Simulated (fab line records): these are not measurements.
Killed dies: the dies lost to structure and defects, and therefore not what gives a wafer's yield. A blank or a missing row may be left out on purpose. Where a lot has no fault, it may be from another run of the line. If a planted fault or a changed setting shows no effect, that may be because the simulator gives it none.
Comparing a struck lot with a sound one + flow sfqLine + 41 steps out of a route of 325
Sound: wafers L225.2, L225.4, L225.5. Struck: wafers L229.3, L229.5 (left out: L229.6, a lot-mate that was not struck); the cause follows at the end.
Order at every step that has rows: each side's tool, ch and its chambers, its first start. Under that, the readings that differ: sound wafers + struck wafers + difference of the means + sigmas: that difference in standard deviations of wafers without a fault.
alike: a reading whose means differ by less than 2 such deviations, as well as words and numbers matching on both sides. not compared: withheld readings; readings where some wafer has no value; bounds like >300 that might hide an equal value; numbers whose values overlap and for which the record gives no deviation.
A row with sigmas, a row that says differs or no value, or rows on one side alone: a step with any of these is where the two part. Numbers that have no deviation but don't overlap get no sigmas and don't part them. A reading that every wafer of one side lacks parts them only if that side has two wafers or more.

first, 6 steps without rows for these wafers: SFQ_TRILAYER_L0_VIA_LITHO_COAT_018 (resist thk 62 nm); SFQ_TRILAYER_L0_VIA_LITHO_COAT_013 (resist thk 650 nm); SFQ_TRILAYER_L0_VIA_LITHO_SOFTBAKE_017; SFQ_TRILAYER_L0_VIA_LITHO_EXPOSE_014 (exposes mask L0V, target cd 700 nm); SFQ_TRILAYER_L0_VIA_LITHO_PEB_016 (peb time 60 s); SFQ_TRILAYER_L0_VIA_LITHO_DEVELOP_015 (time 60 s).
SFQ_L0V_OVL_MEAS_903:
  sound: overlay-02 at day 10 07:00; struck: overlay-02 at day 11 11:56
  alike: L0V_OVL
then, 1 step without rows for these wafers: SFQ_TRILAYER_L0_VIA_BARC_OPEN_VIA_ETCH_021 (etches BARC in O2, target depth 125 nm, time 41.7 s).
SFQ_TRILAYER_L0_VIA_ETCH_VIA_ETCH_016: etches SiO2 in CHF3, stops on MoNx KI, target depth 80 nm.
  sound on rieDiel-01 ch 0,1,2, day 10 07:04; struck on rieDiel-03 ch 1,2, day 11 12:02
  alike: drypumpMotorCurrentA, oesProductAu
then, 3 steps without rows for these wafers: SFQ_TRILAYER_L0_VIA_STRIP_STRIP_017 (strips in O2); SFQ_TRILAYER_L0_VIA_STRIP_SOLV_CLEAN_018 (cleans in NMP, time 600 s); SFQ_TRILAYER_M0_DEP_PRE_CLEAN_020 (time 15 s).
SFQ_TRILAYER_M0_DEP_SPUTTER_019: material Nb, target thk 200 nm, time 133.3 s.
  sound: pvdSputter-05 at day 10 08:06; struck: pvdSputter-06 at day 11 12:53
| reading                                            | sound             | struck      | difference | sigmas |
|----------------------------------------------------|-------------------|-------------|------------|--------|
| model.Nb_of_TRILAYER_M0_DEP_SPUTTER_019.thkNm (nm) | 201.1 201.9 201.4 | 188.3 189.3 | -12.7      |        |
  alike: basePressurePa, substrateTempC, throttleValvePct
SFQ_M0_RS_MEAS_904: the measuring method here is four-point-probe.
  sound: filmMetro-04 at day 10 08:13; struck: filmMetro-04 at day 11 13:19
| reading           | sound             | struck      | difference | sigmas |
|-------------------|-------------------|-------------|------------|--------|
| M0_NB_RS (ohm/sq) | 0.882 0.881 0.882 | 0.944 0.940 | +0.060     | +7     |
  not compared: hold
then, 5 steps without rows for these wafers: SFQ_TRILAYER_M0_LITHO_COAT_021 (resist thk 600 nm); SFQ_TRILAYER_M0_LITHO_SOFTBAKE_025; SFQ_TRILAYER_M0_LITHO_EXPOSE_022 (exposes mask M0, target cd 500 nm); SFQ_TRILAYER_M0_LITHO_PEB_024 (peb time 60 s); SFQ_TRILAYER_M0_LITHO_DEVELOP_023 (time 60 s).
-- the record jumps here: 4 days lie between the struck wafers' starts before and after --
SFQ_M0_OVL_MEAS_906:
  sound: overlay-01 at day 14 20:08; struck: overlay-01 at day 16 00:08
  alike: M0_OVL
SFQ_TRILAYER_M0_BARC_OPEN_METAL_ETCH_031: etches BARC in O2, target depth 125 nm, time 41.7 s.
  sound on rieMetal-04 ch 0,1, day 14 20:10; struck on rieMetal-03 ch 0,1, day 16 00:10
  alike: drypumpMotorCurrentA, oesProductAu
  not compared: rfHoursCounterH
SFQ_TRILAYER_M0_ETCH_METAL_ETCH_024: etches Nb in Cl2/Ar, stops on SiO2, target depth 240 nm, time 120 s.
  sound on rieMetal-04 ch 0,1, day 14 20:14; struck on rieMetal-03 ch 0,1, day 16 00:15
| reading             | sound             | struck      | difference | sigmas |
|---------------------|-------------------|-------------|------------|--------|
| oesProductAu (a.u.) | 0.896 0.901 0.907 | 0.867 0.872 | -0.032     | -5     |
  alike: drypumpMotorCurrentA
  not compared: rfHoursCounterH
then, 4 steps without rows for these wafers: SFQ_TRILAYER_M0_STRIP_STRIP_025 (strips in O2); SFQ_TRILAYER_M0_STRIP_SOLV_CLEAN_026 (cleans in NMP, time 600 s); SFQ_TRILAYER_I0_DEP_PECVD_027 (deposits SiO2 from SiH4/N2O, time 111.11 s, target thk 500 nm); SFQ_TRILAYER_I0_CMP_CMP_028 (polishes SiO2).
SFQ_I0_BOW_MEAS_907:
  sound: filmMetro-03 at day 15 00:14; struck: filmMetro-04 at day 16 04:14
  alike: I0_BOW
SFQ_TRILAYER_I0_METRO_MEASURE_029:
  sound: filmMetro-03 at day 15 00:32; struck: filmMetro-04 at day 16 04:43
  alike: thkNm
then, 6 steps without rows for these wafers: SFQ_TRILAYER_I0_VIA_LITHO_COAT_036 (resist thk 62 nm); SFQ_TRILAYER_I0_VIA_LITHO_COAT_031 (resist thk 650 nm); SFQ_TRILAYER_I0_VIA_LITHO_SOFTBAKE_035; SFQ_TRILAYER_I0_VIA_LITHO_EXPOSE_032 (exposes mask I0, target cd 500 nm); SFQ_TRILAYER_I0_VIA_LITHO_PEB_034 (peb time 60 s); SFQ_TRILAYER_I0_VIA_LITHO_DEVELOP_033 (time 60 s).
-- the record jumps here: 6 days lie between the struck wafers' starts before and after --
SFQ_I0_OVL_MEAS_908:
  sound: overlay-02 at day 20 13:48; struck: overlay-02 at day 22 01:22
  alike: I0_OVL
SFQ_TRILAYER_I0_VIA_BARC_OPEN_VIA_ETCH_046: etches BARC in O2, target depth 125 nm, time 41.7 s.
  sound on rieDiel-03 ch 1,2,3, day 20 13:50; struck on rieDiel-01 ch 3, day 22 01:23
| reading                  | sound       | struck  | difference | sigmas |
|--------------------------|-------------|---------|------------|--------|
| drypumpMotorCurrentA (A) | 6.4 5.7 6.2 | 4.8 4.8 | -1.3       | -2     |
  alike: oesProductAu
  not compared: rfHoursCounterH
SFQ_TRILAYER_I0_VIA_ETCH_VIA_ETCH_034: etches SiO2 in CHF3, stops on Nb, target depth 260 nm.
  sound on rieDiel-03 ch 1,2,3, day 20 13:52; struck on rieDiel-01 ch 3, day 22 01:25
| reading                  | sound       | struck  | difference | sigmas |
|--------------------------|-------------|---------|------------|--------|
| drypumpMotorCurrentA (A) | 6.4 5.7 6.2 | 4.8 4.8 | -1.3       | -2     |
  alike: oesProductAu
then, 3 steps without rows for these wafers: SFQ_TRILAYER_I0_VIA_STRIP_STRIP_035 (strips in O2); SFQ_TRILAYER_I0_VIA_STRIP_SOLV_CLEAN_036 (cleans in NMP, time 600 s); SFQ_TRILAYER_M1_DEP_PRE_CLEAN_038 (time 22.5 s).
-- the record jumps here: 57 days lie between the struck wafers' starts before and after --
SFQ_M8_BOW_MEAS_951:
  sound: filmMetro-03 at day 78 03:03; struck: filmMetro-04 at day 79 08:42
| reading                | sound                | struck        | difference | sigmas |
|------------------------|----------------------|---------------|------------|--------|
| model.etest.m0.ohmUm   | 1.768 1.768 1.768    | 1.893 1.884   | +0.121     |        |
| model.etest.i0.linkOhm | 1.96 1.95 1.957      | 2.016 2.01    | +0.057     |        |
| model.etest.m0.ohmSq   | 0.8843 0.8811 0.8829 | 0.9445 0.9396 | +0.0593    |        |
  alike: M8_BOW

== WHERE THEY PART ==
At SFQ_M0_RS_MEAS_904 first; at SFQ_TRILAYER_I0_VIA_ETCH_VIA_ETCH_034 last (within this record only). Later steps at which nothing parts them and some readings are alike: SFQ_M8_BOW_MEAS_951.

WHY: what the simulator had put in
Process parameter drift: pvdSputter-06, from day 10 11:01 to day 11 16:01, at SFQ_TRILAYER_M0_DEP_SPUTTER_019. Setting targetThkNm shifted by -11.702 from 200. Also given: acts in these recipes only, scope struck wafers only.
